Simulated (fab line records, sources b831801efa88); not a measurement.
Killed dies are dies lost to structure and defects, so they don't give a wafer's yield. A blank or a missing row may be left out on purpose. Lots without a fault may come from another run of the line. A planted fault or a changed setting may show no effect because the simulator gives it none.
A struck lot beside a sound one | flow sky130 | 21 steps out of a route of 708
Sound: wafers L721.2, L721.4, L721.6. Struck: wafers L729.1, L729.5, L729.6. The cause comes at the end.
At each step with rows: each side's tool, then ch and its chambers, then its first start. Under that, the readings that differ: sound wafers | struck wafers | difference of the means | sigmas: that difference in standard deviations of wafers without a fault.
alike: readings whose means differ by less than 2 such deviations, and words and numbers that are the same on both sides. not compared: withheld readings, readings that some wafer has no value for, bounds like >300 that may hide the same value, and numbers for which the record gives no deviation and whose values overlap.
The two part at a step that has a row with sigmas, a row that says differs or no value, or rows on one side only. Numbers that don't overlap but have no deviation are shown without sigmas and don't part them. A reading that every wafer of one side lacks parts them only if that side has two wafers or more.

SKY_LI_CONTACT_CVD_21: deposits W, target thk 400 nm, time 120.56 s.
  sound on cvd_w-01 ch 1, day 33 02:49; struck on cvd_w-02 ch 0,1, day 35 17:37
  reading            | sound       | struck       | difference | sigmas
  heater_power_w (W) | 893 875 900 | 1013 975 932 | +84        | +2
SKY_LI_CONTACT_RS_MEAS_22: measures by four-point-probe.
  sound on film_metro-03, day 33 02:57; struck on film_metro-01, day 35 17:45
  alike: LI_CONTACT_W_RS
SKY_LI_CONTACT_THK_MEAS_23: measures by xrf.
  sound on film_metro-03, day 33 03:04; struck on film_metro-01, day 35 17:52
  alike: LI_CONTACT_W_THK
SKY_LI_CONTACT_CMP_24: polishes, stops on PSG, t overpolish 20 s, target thk 0 nm.
  sound on cmp-01 ch 0,2, day 33 03:07; struck on cmp-02 ch 0,3, day 35 17:56
  alike: motor_current_A, overpolish_run_s, platen_rpm, time_to_endpoint_s
SKY_LOCAL_INTERCONNECT_SPUTTER_00: material TiN, target thk 100 nm, time 83.3 s.
  sound on pvd_sputter-04, day 33 03:25; struck on pvd_sputter-03, day 35 18:14
  alike: throttle_valve_pct
SKY_LOCAL_INTERCONNECT_RS_MEAS_01: measures by four-point-probe.
  sound on film_metro-02, day 33 03:29; struck on film_metro-02, day 35 18:17
  alike: LOCAL_INTERCONNECT_TIN_RS
SKY_LOCAL_INTERCONNECT_THK_MEAS_02: measures by xrf.
  sound on film_metro-02, day 33 03:36; struck on film_metro-02, day 35 18:25
  alike: LOCAL_INTERCONNECT_TIN_THK
then, 5 steps without rows for these wafers: SKY_LOCAL_INTERCONNECT_DEHYDRATE_03 (time 60 s); SKY_LOCAL_INTERCONNECT_HMDS_04 (prime time 60 s); SKY_LOCAL_INTERCONNECT_COAT_05 (resist thk 60 nm); SKY_LOCAL_INTERCONNECT_COAT_06 (resist thk 450 nm); SKY_LOCAL_INTERCONNECT_SOFTBAKE_07 (time 90 s).
SKY_LOCAL_INTERCONNECT_EXPOSE_08: exposes mask LI1M, target cd 170 nm.
  sound on krf_scanner-02 ch 0, day 33 17:13; struck on krf_scanner-02 ch 0, day 36 07:23
  reading              | sound                | struck               | difference | sigmas
  exposure_dose_mJ_cm2 | 28.038 28.022 28.016 | 27.375 27.406 27.344 | -0.650     | -25
  alike: mask
then, 2 steps without rows for these wafers: SKY_LOCAL_INTERCONNECT_PEB_09; SKY_LOCAL_INTERCONNECT_DEVELOP_10 (develop time 60 s).
SKY_LOCAL_INTERCONNECT_CD_MEAS_11: target cd 170 nm.
  sound on cd_sem-01, day 34 06:42; struck on cd_sem-01, day 36 19:51
  reading    | sound             | struck            | difference | sigmas
  cd_nm (nm) | 171.7 173.4 171.3 | 140.3 153.6 154.1 | -22.8      | -14
  not compared: hold
SKY_LOCAL_INTERCONNECT_OVL_MEAS_12:
  sound on overlay-01, day 34 06:49; struck on overlay-01, day 37 05:23
  reading | sound | struck                                                                     | difference                   | sigmas
  hold    | - - - | await_dispo/9.4h/release await_dispo/9.4h/release await_dispo/9.4h/release | no value on the sound wafers |
  alike: LOCAL_INTERCONNECT_OVL
SKY_LOCAL_INTERCONNECT_ETCH_13: etches BARC in N2/H2, stops on SiO2, time 45.9 s, target depth 60 nm.
  sound on rie_metal-02 ch 1, day 34 06:50; struck on rie_metal-04 ch 0,1, day 37 05:26
  reading                             | sound             | struck            | difference | sigmas
  oes_product_au (a.u.)               | 0.850 0.849 0.846 | 0.864 0.859 0.856 | +0.011     | +2
  model.LOCAL_INTERCONNECT.cd_nm (nm) | 170.5 172.1 170.3 | 140.2 154.9 154.1 | -21.2      |
  alike: bias_w, drypump_motor_current_A, h2_flow_sccm, throttle_valve_pct
  not compared: rf_hours_counter_h
SKY_LOCAL_INTERCONNECT_METAL_ETCH_14: etches TiN in Cl2/BCl3, stops on PSG, target depth 110 nm, time 31.4 s.
  sound on rie_metal-02 ch 1, day 34 06:54; struck on rie_metal-04 ch 0,1, day 37 05:29
  reading                             | sound         | struck          | difference | sigmas
  model.LOCAL_INTERCONNECT.cd_nm (nm) | 170.2 172 170 | 140 154.1 153.9 | -21        |
  alike: bcl3_flow_sccm, bias_w, drypump_motor_current_A, mfc_cl2_sccm, oes_product_au, throttle_valve_pct
  not compared: rf_hours_counter_h
SKY_LOCAL_INTERCONNECT_STRIP_15: strips in O2/N2.
  sound on plasma_asher-01 ch 0,1, day 34 06:57; struck on plasma_asher-01 ch 0,1, day 37 05:38
  alike: drypump_motor_current_A, oes_product_au, strip_time_to_endpoint_s
  not compared: rf_hours_counter_h
-- the record jumps here: 13 days lie between the struck wafers' starts before and after (it left off in module LOCAL_INTERCONNECT and takes up again in module PAD_OPEN, whose first step shown is number 708 of the route) --
SKY_PAD_OPEN_PROBE_99:
  sound on prober-01, day 48 18:19; struck on prober-01, day 50 10:05
  reading            | sound     | struck                                                                     | difference                   | sigmas
  hold               | - - -     | await_dispo/2.8h/release await_dispo/2.8h/release await_dispo/2.8h/release | no value on the sound wafers |
  killed_at_contacts | 21 24 23  | 215 26 20                                                                  | +64                          | +11
  killed_dies        | 68 75 108 | 268 88 89                                                                  | +65                          | +7
  alike: killed_at_M0_to_M3, killed_at_M4_up, killed_at_front_end, killed_at_other, killed_on_rim, killed_open, killed_short

WHERE THEY PART
First at SKY_LI_CONTACT_CVD_21; last, within this record, at SKY_PAD_OPEN_PROBE_99.

WHY: what the simulator had put in
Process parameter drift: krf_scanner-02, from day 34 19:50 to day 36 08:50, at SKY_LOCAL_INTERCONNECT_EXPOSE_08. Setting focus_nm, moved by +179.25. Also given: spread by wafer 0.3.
